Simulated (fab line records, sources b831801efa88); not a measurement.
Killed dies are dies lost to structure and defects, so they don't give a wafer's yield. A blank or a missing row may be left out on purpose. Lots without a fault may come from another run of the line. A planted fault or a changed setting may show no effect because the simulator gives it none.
Which tool did it? | flow sky130 | 6 lots, 18 wafers sampled, at 3 steps of a route of 708

WHAT THE GAUGES READ, wafer by wafer
SKY_LDD_P_TW_MEAS_11.
lot  | measured     | on            | LDD_P_TW
L741 | day 20 20:23 | film_metro-04 | 634 632 632
L745 | day 21 23:31 | film_metro-04 | 632 631 628
L747 | day 22 22:04 | film_metro-01 | 626 626 630
L750 | day 23 23:08 | film_metro-01 | 624 623 626
L754 | day 25 08:05 | film_metro-02 | 359 360 363
L757 | day 26 13:02 | film_metro-02 | 641 638 638

WHICH TOOL RAN EACH LOT (tool, then ch and the chambers of the sampled wafers, then the start)
lot  | SKY_GATE_OXIDE_STRIP_13              | SKY_LDD_P_IMPLANT_09
L741 | plasma_asher-02 ch 0,1, day 15 10:49 | implanter-01 ch 0, day 20 20:08
L745 | plasma_asher-02 ch 0,1, day 16 13:22 | implanter-01 ch 0, day 21 23:16
L747 | plasma_asher-02 ch 0,1, day 17 09:52 | implanter-03 ch 0, day 22 21:49
L750 | plasma_asher-03 ch 0, day 18 11:19   | implanter-01 ch 0, day 23 22:54
L754 | plasma_asher-02 ch 0, day 19 23:00   | implanter-01 ch 0, day 25 07:50
L757 | plasma_asher-03 ch 0,1, day 20 21:27 | implanter-04 ch 0, day 26 12:47
- SKY_GATE_OXIDE_STRIP_13: strips in O2/N2.
- SKY_LDD_P_IMPLANT_09

THE ANSWER, worked out from the rows above alone
Rule: what is usual is taken from the lots themselves. Put in order of their means at a reading, lots are off if they are a third of the lots or fewer, leave a main group of 4 or more, and stand apart from it by a gap of 3 or more times the standard deviation of the main group's means; of several such gaps the widest counts. A main group whose means are all the same, to the digits that the tables above print for the reading, isn't used. A lot without any number at a reading at which 4 lots or more have one is off too. The other lots that the step has rows for count as sound.
Off: L754, at SKY_LDD_P_TW_MEAS_11 (LDD_P_TW). The main group: mean 631, standard deviation 5.
A tool fits if, at a process step before that reading, it ran every lot that is off, and no sound lot after the first of them. The gauges at SKY_LDD_P_TW_MEAS_11 are tried like those tools. Can't be told from this: 2 tools fit, plasma_asher-02 at SKY_GATE_OXIDE_STRIP_13, implanter-01 at SKY_LDD_P_IMPLANT_09.

WHAT THE SIMULATOR HAD PUT IN
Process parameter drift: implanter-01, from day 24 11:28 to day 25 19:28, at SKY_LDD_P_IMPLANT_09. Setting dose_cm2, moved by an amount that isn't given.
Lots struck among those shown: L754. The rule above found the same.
